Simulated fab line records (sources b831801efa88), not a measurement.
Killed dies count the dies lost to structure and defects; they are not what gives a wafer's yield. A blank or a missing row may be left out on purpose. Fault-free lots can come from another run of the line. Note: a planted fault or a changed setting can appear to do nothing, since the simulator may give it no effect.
fab line records | flow gf180mcu
record: lots: 14 | wafers: 42 | lastDay: 34
route steps=602 shown V1@349 M2@363
lots untouched by any fault: they come from a run of this same line in which no faults occurred
startH: start of the lot's first displayed wafer, in hours after the record's first day | waitH: time in hours since the lot's previous step | " as in the row above | L1.1+2: several wafers, shown together as one row | - no value, or no start given | * or withheld: withheld | < > ~ a bound
route shown NAME@n: names a module that has steps shown in the file, with the first one's number in the route | usual: mean/standard deviation of fault-free wafers | same: alike in all rows | chamber/n: place in a boat | sites: each site's reading | _std_site: standard deviation across them | _edge_site: inner sites' mean taken away from outer sites' mean | radiusMm: for every site, how far away it sits from the centre of the wafer | mask NAME#n: copy n | behind: the last tool/chamber to shape the wafer | hold: the reason the lot was held/the length of the hold in hours/how it ended | device: the n, p or np transistor that did not switch | end of line: tests run on the same wafers once the route is complete | a step with no rows: only its recipe | killed: count of dies lost to structure and defects at first sort (not the wafer's yield) | map: dies across one wafer; x = killed, . = not, _ = none there
set.NAME: the setting the step ran with; set.NAME@STEP: the setting that earlier step ran with | model.NAME: the simulator's own value behind a step, which no gauge read
route steps across a sampled set of lots; one table per step, one row per wafer
services: from which hour (startH, from the record's first day; less than 0 if before it) a tool's chamber was out of use, for how many hours, and why
== steps ==
step: GF_V1_CD_MEAS_14
recipe: targetCdNm: 260
usual: cdNm: 260.2/1.2
lot.wafer | tool     | chamber | startH | waitH | cdNm
L621.1    | cdSem-01 | -       | 412.96 | 0.1   | 262.5
L621.3    | "        | -       | "      | "     | 261.4
L621.6    | "        | -       | "      | "     | 261.2
L622.3    | cdSem-02 | -       | 431.84 | 0.1   | 260.3
L622.5    | "        | -       | "      | "     | 260.9
L622.6    | "        | -       | "      | "     | 261.4
L623.1    | cdSem-01 | -       | 445.17 | 0.2   | 259.0
L623.2    | "        | -       | "      | "     | 259.4
L623.4    | "        | -       | "      | "     | 259.8
L624.2    | cdSem-01 | -       | 450.88 | 0.1   | 259.2
L624.5    | "        | -       | "      | "     | 259.2
L624.6    | "        | -       | "      | "     | 259.3
L625.3    | cdSem-01 | -       | 463.67 | 0.1   | 260.7
L625.4    | "        | -       | "      | "     | 260.9
L625.5    | "        | -       | "      | "     | 261.3
L626.2    | cdSem-01 | -       | 472.05 | 0.1   | 260.1
L626.4    | "        | -       | "      | "     | 260.4
L626.6    | "        | -       | "      | "     | 260.3
L627.1    | cdSem-02 | -       | 486.91 | 0.1   | 261.5
L627.2    | "        | -       | "      | "     | 262.3
L627.5    | "        | -       | "      | "     | 261.7
L628.2    | cdSem-02 | -       | 487.05 | 0.1   | 260.5
L628.3    | "        | -       | "      | "     | 260.3
L628.4    | "        | -       | "      | "     | 261.9
L629.1    | cdSem-02 | -       | 492.40 | 0.1   | 260.7
L629.4    | "        | -       | "      | "     | 260.7
L629.5    | "        | -       | "      | "     | 261.5
L632.1    | cdSem-01 | -       | 522.49 | 0.1   | 260.2
L632.4    | "        | -       | "      | "     | 260.1
L632.5    | "        | -       | "      | "     | 260.3
L633.3    | cdSem-01 | -       | 530.00 | 0.1   | 259.5
L633.4    | "        | -       | "      | "     | 260.3
L633.5    | "        | -       | "      | "     | 258.9
L634.1    | cdSem-02 | -       | 535.13 | 0.1   | 258.4
L634.3    | "        | -       | "      | "     | 259.1
L634.6    | "        | -       | "      | "     | 259.1
L642.1    | cdSem-02 | -       | 597.46 | 0.1   | 261.3
L642.4    | "        | -       | "      | "     | 259.1
L642.5    | "        | -       | "      | "     | 258.8
L643.2    | cdSem-01 | -       | 599.78 | 0.1   | 260.1
L643.3    | "        | -       | "      | "     | 260.6
L643.4    | "        | -       | "      | "     | 260.8
step: GF_M2_SPUTTER_01
recipe: material: TiN | targetThkNm: 30 | powerW: 6500 | timeS: 25 | chamberPressurePa: 0.4
usual: throttleValvePct: 29.2/1
same: timeS: 25
lot.wafer | tool          | chamber | startH | waitH | throttleValvePct
L621.1    | pvdSputter-01 | -       | 414.58 | 0.1   | 29.4
L621.3    | "             | -       | "      | "     | 28.4
L621.6    | "             | -       | "      | "     | 29.2
L622.3    | pvdSputter-01 | -       | 433.42 | 0.1   | 27.4
L622.5    | "             | -       | "      | "     | 30.3
L622.6    | "             | -       | "      | "     | 27.3
L623.1    | pvdSputter-03 | -       | 446.78 | 0.1   | 30.9
L623.2    | "             | -       | "      | "     | 29.7
L623.4    | "             | -       | "      | "     | 28.9
L624.2    | pvdSputter-03 | -       | 452.47 | 0.1   | 28.7
L624.5    | "             | -       | "      | "     | 28.9
L624.6    | "             | -       | "      | "     | 30.7
L625.3    | pvdSputter-02 | -       | 465.24 | 0.1   | 29.7
L625.4    | "             | -       | "      | "     | 30.7
L625.5    | "             | -       | "      | "     | 30.0
L626.2    | pvdSputter-02 | -       | 473.70 | 0.1   | 29.1
L626.4    | "             | -       | "      | "     | 28.7
L626.6    | "             | -       | "      | "     | 28.8
L627.1    | pvdSputter-02 | -       | 488.52 | 0.1   | 30.8
L627.2    | "             | -       | "      | "     | 29.4
L627.5    | "             | -       | "      | "     | 29.8
L628.2    | pvdSputter-03 | -       | 488.82 | 0.1   | 28.9
L628.3    | "             | -       | "      | "     | 29.7
L628.4    | "             | -       | "      | "     | 28.8
L629.1    | pvdSputter-03 | -       | 494.04 | 0.1   | 29.7
L629.4    | "             | -       | "      | "     | 29.0
L629.5    | "             | -       | "      | "     | 28.8
L632.1    | pvdSputter-03 | -       | 524.19 | 0.1   | 31.1
L632.4    | "             | -       | "      | "     | 29.8
L632.5    | "             | -       | "      | "     | 29.4
L633.3    | pvdSputter-02 | -       | 531.63 | 0.1   | 31.0
L633.4    | "             | -       | "      | "     | 29.2
L633.5    | "             | -       | "      | "     | 30.8
L634.1    | pvdSputter-01 | -       | 536.78 | 0.1   | 30.2
L634.3    | "             | -       | "      | "     | 27.3
L634.6    | "             | -       | "      | "     | 30.4
L642.1    | pvdSputter-01 | -       | 599.10 | 0.1   | 29.4
L642.4    | "             | -       | "      | "     | 27.5
L642.5    | "             | -       | "      | "     | 28.6
L643.2    | pvdSputter-02 | -       | 601.50 | 0.1   | 29.8
L643.3    | "             | -       | "      | "     | 29.0
L643.4    | "             | -       | "      | "     | 28.8
step: GF_M2_SPUTTER_02
recipe: material: AlCu | targetThkNm: 450 | powerW: 10600 | timeS: 23.9 | chamberPressurePa: 0.4
usual: throttleValvePct: 29.2/0.98
same: timeS: 23.9
lot.wafer | tool          | chamber | startH | waitH | throttleValvePct
L621.1    | pvdSputter-01 | -       | 414.61 | 0.0   | 29.4
L621.3    | "             | -       | "      | "     | 28.7
L621.6    | "             | -       | "      | "     | 29.3
L622.3    | pvdSputter-01 | -       | 433.45 | 0.0   | 27.4
L622.5    | "             | -       | "      | "     | 30.2
L622.6    | "             | -       | "      | "     | 27.6
L623.1    | pvdSputter-03 | -       | 446.82 | 0.0   | 30.8
L623.2    | "             | -       | "      | "     | 29.5
L623.4    | "             | -       | "      | "     | 29.0
L624.2    | pvdSputter-03 | -       | 452.51 | 0.0   | 28.7
L624.5    | "             | -       | "      | "     | 28.8
L624.6    | "             | -       | "      | "     | 30.5
L625.3    | pvdSputter-02 | -       | 465.27 | 0.0   | 29.8
L625.4    | "             | -       | "      | "     | 30.4
L625.5    | "             | -       | "      | "     | 29.6
L626.2    | pvdSputter-02 | -       | 473.73 | 0.0   | 29.1
L626.4    | "             | -       | "      | "     | 28.4
L626.6    | "             | -       | "      | "     | 28.6
L627.1    | pvdSputter-02 | -       | 488.55 | 0.0   | 30.3
L627.2    | "             | -       | "      | "     | 29.3
L627.5    | "             | -       | "      | "     | 29.7
L628.2    | pvdSputter-03 | -       | 488.85 | 0.0   | 28.9
L628.3    | "             | -       | "      | "     | 29.6
L628.4    | "             | -       | "      | "     | 28.7
L629.1    | pvdSputter-03 | -       | 494.07 | 0.0   | 29.9
L629.4    | "             | -       | "      | "     | 28.9
L629.5    | "             | -       | "      | "     | 28.6
L632.1    | pvdSputter-03 | -       | 524.22 | 0.0   | 30.7
L632.4    | "             | -       | "      | "     | 29.6
L632.5    | "             | -       | "      | "     | 29.4
L633.3    | pvdSputter-02 | -       | 531.66 | 0.0   | 30.8
L633.4    | "             | -       | "      | "     | 29.2
L633.5    | "             | -       | "      | "     | 30.6
L634.1    | pvdSputter-01 | -       | 536.81 | 0.0   | 30.3
L634.3    | "             | -       | "      | "     | 27.2
L634.6    | "             | -       | "      | "     | 30.5
L642.1    | pvdSputter-01 | -       | 599.13 | 0.0   | 29.3
L642.4    | "             | -       | "      | "     | 27.2
L642.5    | "             | -       | "      | "     | 29.1
L643.2    | pvdSputter-02 | -       | 601.53 | 0.0   | 29.9
L643.3    | "             | -       | "      | "     | 29.1
L643.4    | "             | -       | "      | "     | 28.7
step: GF_M2_PEB_12
recipe: pebTempC: 135 | pebTimeS: 90 | resist: KrF
usual: chillPlateTempC: 23.00/0.1 | exhaustPa: 44.8/0.9
lot.wafer | tool          | chamber | startH | waitH | chillPlateTempC | exhaustPa
L621.1    | lithoTrack-02 | 0       | 438.16 | -     | 23.03           | 44.2
L621.3    | "             | 0       | "      | "     | 23.03           | 45.5
L621.6    | "             | 0       | "      | "     | 23.15           | 46.4
L622.3    | lithoTrack-03 | 0       | 457.40 | -     | 23.19           | 44.5
L622.5    | "             | 0       | "      | "     | 23.00           | 45.6
L622.6    | "             | 0       | "      | "     | 23.04           | 43.5
L623.1    | lithoTrack-01 | 0       | 471.33 | -     | 23.13           | 44.7
L623.2    | "             | 0       | "      | "     | 23.15           | 44.3
L623.4    | "             | 0       | "      | "     | 22.90           | 45.0
L624.2    | lithoTrack-03 | 0       | 476.67 | -     | 23.20           | 44.8
L624.5    | "             | 0       | "      | "     | 23.28           | 44.6
L624.6    | "             | 0       | "      | "     | 23.20           | 45.9
L625.3    | lithoTrack-03 | 0       | 489.50 | -     | 23.04           | 44.6
L625.4    | "             | 0       | "      | "     | 23.16           | 44.4
L625.5    | "             | 0       | "      | "     | 23.02           | 45.3
L626.2    | lithoTrack-02 | 0       | 498.00 | -     | 22.97           | 43.4
L626.4    | "             | 0       | "      | "     | 22.87           | 44.2
L626.6    | "             | 0       | "      | "     | 23.01           | 44.6
L627.1    | lithoTrack-01 | 0       | 512.23 | -     | 22.97           | 44.8
L627.2    | "             | 0       | "      | "     | 22.88           | 43.9
L627.5    | "             | 0       | "      | "     | 22.95           | 43.2
L628.2    | lithoTrack-03 | 0       | 512.72 | -     | 23.02           | 45.8
L628.3    | "             | 0       | "      | "     | 22.97           | 46.2
L628.4    | "             | 0       | "      | "     | 22.90           | 45.5
L629.1    | lithoTrack-02 | 0       | 517.06 | -     | 23.10           | 44.5
L629.4    | "             | 0       | "      | "     | 22.98           | 44.6
L629.5    | "             | 0       | "      | "     | 22.87           | 43.7
L632.1    | lithoTrack-02 | -       | 546.51 | -     | -               | -
L632.4    | "             | -       | "      | "     | -               | -
L632.5    | "             | -       | "      | "     | -               | -
L633.3    | lithoTrack-02 | -       | 553.68 | -     | -               | -
L633.4    | "             | -       | "      | "     | -               | -
L633.5    | "             | -       | "      | "     | -               | -
L634.1    | lithoTrack-01 | 0       | 558.43 | -     | 22.95           | 44.2
L634.3    | "             | 0       | "      | "     | 22.96           | 44.3
L634.6    | "             | 0       | "      | "     | 23.01           | 43.7
L642.1    | lithoTrack-02 | 0       | 619.46 | -     | 22.92           | 44.8
L642.4    | "             | 0       | "      | "     | 23.03           | 44.6
L642.5    | "             | 0       | "      | "     | 22.96           | 44.8
L643.2    | lithoTrack-01 | 0       | 622.86 | -     | 22.97           | 44.0
L643.3    | "             | 0       | "      | "     | 23.07           | 43.7
L643.4    | "             | 0       | "      | "     | 22.93           | 44.6
== services ==
tool          | chamber | startH | hours | kind
pvdSputter-02 | -       | 393.99 | 6.8   | repair
pvdSputter-03 | -       | 467.61 | 10.1  | repair
pvdSputter-01 | -       | 497.76 | 3.2   | repair
pvdSputter-02 | -       | 508.32 | 3.8   | repair
pvdSputter-01 | -       | 514.59 | 2.9   | repair
lithoTrack-01 | -       | 526.67 | -     | consumableReplace:filter
pvdSputter-03 | -       | 535.00 | 60.1  | repair
pvdSputter-01 | -       | 539.82 | 2.8   | repair
pvdSputter-03 | -       | 566.19 | 1.2   | repair
pvdSputter-02 | -       | 580.18 | 5.9   | repair
pvdSputter-03 | -       | 597.70 | 2.3   | repair
== key ==
firstSign: step: GF_M2_PEB_12 | reading: toolRecord | direction: missing
effect none on later readings
metAt GF_M2_PEB_12
struckLots L632,L633
laterRowsLeftOut L632.1,L632.4,L632.5,L633.3,L633.4,L633.5
sortLeftOut L632.1,L632.4,L632.5,L633.3,L633.4,L633.5
notActingAt GF_V1_CD_MEAS_14,GF_M2_SPUTTER_01,GF_M2_SPUTTER_02
onsetBetween 517.06 546.51
fault: kind: skippedStepWhole | tool: lithoTrack-02 | chamber: - | onsetH: 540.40 | steps: GF_M2_PEB_12 | scope: struckLotsOnly
sortLeftOut: the simulated sort isn't trusted on such a fault, so these wafers' sort isn't shown, and their yield isn't known
laterRowsLeftOut: the simulator's readings of these wafers behind a module that went badly wrong aren't trusted and aren't shown, but for the sort
